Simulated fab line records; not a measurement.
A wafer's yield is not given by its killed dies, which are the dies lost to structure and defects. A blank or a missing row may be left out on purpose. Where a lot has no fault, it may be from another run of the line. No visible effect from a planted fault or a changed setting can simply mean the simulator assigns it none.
Which of the tools did it? | flow sky130 | 33 wafers from 11 lots sampled at 4 of the route's 708 steps

## WHAT THE GAUGES SHOWED, per wafer
SKY_LDD_LDN_OVL_MEAS_07. Usual: LDD_LDN_OVL typically reads -0.5 nm, with standard deviation 1.2.
lot  | measured     | on         | LDD_LDN_OVL (nm)  | flag
L414 | day 22 12:21 | overlay-01 | 0.0 1.0 1.0       |
L416 | day 23 08:13 | overlay-01 | -2.3 -0.5 -1.6    |
L418 | day 24 04:17 | overlay-01 | -0.4 -1.3 -0.5    |
L419 | day 24 08:20 | overlay-02 | -2.3 -1.2 -1.0    |
L421 | day 25 03:23 | overlay-01 | 0.3 0.6 1.3       |
L428 | day 27 11:34 | overlay-01 | -53.9 -53.7 -53.5 | OFF
L429 | day 28 04:33 | overlay-02 | -52.2 -53.1 -51.7 | OFF
L430 | day 28 09:02 | overlay-02 | -0.3 -0.6 -0.8    |
L431 | day 28 19:46 | overlay-01 | -52.7 -52.4 -53.9 | OFF
L432 | day 29 03:04 | overlay-01 | -0.5 -1.3 -1.0    |
L436 | day 30 10:50 | overlay-01 | -2.0 -2.4 -2.5    |

## EACH LOT AND THE TOOL THAT RAN IT (in order: tool; ch and the chambers of the sampled wafers; start)
lot  | SKY_POLY_GATE_ETCH_15              | SKY_LDD_HVN_STRIP_09                 | SKY_LDD_LDN_EXPOSE_04
L414 | rie diel-02 ch 0,1, day 16 01:43   | plasma asher-02 ch 0,1, day 19 22:15 | iline stepper-01 ch 0, day 21 20:52
L416 | rie diel-04 ch 0,1,2, day 16 19:05 | plasma asher-01 ch 0,1, day 20 19:00 | iline stepper-02 ch 0, day 22 17:19
L418 | rie diel-01 ch 0,1,2, day 17 16:37 | plasma asher-01 ch 0,1, day 21 16:21 | iline stepper-01 ch 0, day 23 13:59
L419 | rie diel-01 ch 0,2,3, day 17 19:46 | plasma asher-04 ch 0,1, day 21 20:16 | iline stepper-02 ch 0, day 23 18:22
L421 | rie diel-04 ch 0,2,3, day 18 13:22 | plasma asher-02 ch 0,1, day 22 15:16 | iline stepper-02 ch 0, day 24 13:00
L428 | rie diel-01 ch 2,3, day 21 05:34   | plasma asher-04 ch 0,1, day 25 02:46 | iline stepper-01 ch 0, day 26 21:13
L429 | rie diel-04 ch 0,1, day 21 21:35   | plasma asher-01 ch 0,1, day 25 18:51 | iline stepper-01 ch 0, day 27 14:25
L430 | rie diel-02 ch 0,1,3, day 22 03:10 | plasma asher-01 ch 0,1, day 25 22:43 | iline stepper-02 ch 0, day 27 19:04
L431 | rie diel-02 ch 0,2,3, day 22 12:19 | plasma asher-04 ch 0,1, day 26 10:22 | iline stepper-01 ch 0, day 28 05:43
L432 | rie diel-04 ch 0,2,3, day 22 22:07 | plasma asher-01 ch 0,1, day 26 17:30 | iline stepper-02 ch 0, day 28 12:44
L436 | rie diel-02 ch 0,3, day 24 04:58   | plasma asher-04 ch 0,1, day 28 02:45 | iline stepper-02 ch 0, day 29 20:43
- SKY_POLY_GATE_ETCH_15: etches BARC in N2/H2, stops on SiO2, time 118.5 s, target depth 110 nm.
- SKY_LDD_HVN_STRIP_09: strips in O2/N2.
- SKY_LDD_LDN_EXPOSE_04: exposes mask LDNTM, target cd 700 nm.

## AS READ BY THE TOOLS THEMSELVES (means over the sampled wafers that have a number; for cases with no such wafer, the mark the record gives instead)
SKY_POLY_GATE_ETCH_15. Usual: drypump motor current A 5.75 A, standard deviation 0.29; n2 flow sccm 100.03 sccm, standard deviation 0.29; oes product au 0.716 a.u., standard deviation 0.0045; throttle valve pct 13.213 %, standard deviation 0.0093.
lot  | tool        | drypump motor current A (A) | n2 flow sccm (sccm) | oes product au (a.u.) | throttle valve pct (%) | flag
L414 | rie diel-02 | 5.92                        | 99.88               | 0.713                 | 13.210                 |
L416 | rie diel-04 | 5.82                        | 99.98               | 0.714                 | 13.219                 |
L418 | rie diel-01 | 5.89                        | 100.06              | 0.714                 | 13.206                 |
L419 | rie diel-01 | 5.66                        | 100.20              | 0.715                 | 13.216                 |
L421 | rie diel-04 | 5.89                        | 100.24              | 0.715                 | 13.209                 |
L428 | rie diel-01 | 5.66                        | 99.84               | 0.719                 | 13.219                 |
L429 | rie diel-04 | 5.83                        | 100.30              | 0.719                 | 13.220                 |
L430 | rie diel-02 | 5.81                        | 100.20              | 0.712                 | 13.219                 |
L431 | rie diel-02 | 5.67                        | 99.81               | 0.712                 | 13.210                 |
L432 | rie diel-04 | 5.87                        | 100.19              | 0.720                 | 13.208                 |
L436 | rie diel-02 | 5.86                        | 99.96               | 0.715                 | 13.211                 |

SKY_LDD_HVN_STRIP_09. Usual: drypump motor current A 6.1 A, standard deviation 0.41; n2 flow sccm 300.1 sccm, standard deviation 0.94; oes product au 0.409 a.u., standard deviation 0.0043; strip time to endpoint s 4.140 s, standard deviation 0.012.
lot  | tool            | drypump motor current A (A) | n2 flow sccm (sccm) | oes product au (a.u.) | strip time to endpoint s (s) | flag
L414 | plasma asher-02 | 5.9                         | 300.0               | 0.407                 | 4.138                        |
L416 | plasma asher-01 | 6.3                         | 301.0               | 0.408                 | 4.143                        |
L418 | plasma asher-01 | 6.3                         | 298.9               | 0.410                 | 4.149                        |
L419 | plasma asher-04 | 5.7                         | 299.1               | 0.408                 | 4.129                        |
L421 | plasma asher-02 | 5.9                         | 300.1               | 0.408                 | 4.142                        |
L428 | plasma asher-04 | 5.5                         | 300.6               | 0.408                 | 4.148                        |
L429 | plasma asher-01 | 6.4                         | 299.6               | 0.409                 | 4.136                        |
L430 | plasma asher-01 | 6.3                         | 299.7               | 0.409                 | 4.155                        |
L431 | plasma asher-04 | 5.5                         | 299.9               | 0.414                 | 4.129                        |
L432 | plasma asher-01 | 6.3                         | 300.2               | 0.409                 | 4.144                        |
L436 | plasma asher-04 | 5.7                         | 299.7               | 0.408                 | 4.145                        |

## THE ANSWER, worked out from the rows above alone
Rule: take the mean of a lot's wafers that have a number; if it is more than 3 standard deviations from the usual mean, the lot is off. A lot without any number at a reading at which 4 lots or more have one is off too. All remaining lots with rows at the step are treated as sound. Order of review: gauges by route order, followed by the tools' own readings, for which a lot's mean as printed above is used. The first step at which some lot is off is used, and at that step the reading that is off furthest; a lot without a number counts as furthest.
Off: L428, L429, L431, at SKY_LDD_LDN_OVL_MEAS_07 (LDD_LDN_OVL).
If a tool, at a process step before that reading, ran all the lots that are off and no sound lot after the first of them, it fits. Those tools and the gauges at SKY_LDD_LDN_OVL_MEAS_07 are tried in the same way. One fits: iline stepper-01 at SKY_LDD_LDN_EXPOSE_04. A fault onset in the window from L418 (day 23 13:59, its last sound lot) to L428 (day 26 21:13, its first lot off) fits.

## WHAT THE SIMULATOR HAD PUT IN
Scanner matching overlay: iline stepper-01, from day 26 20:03 on, at SKY_LDD_LDN_EXPOSE_04. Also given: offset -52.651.
Shown lots that were struck: L428, L429, L431. The rule above found the same.
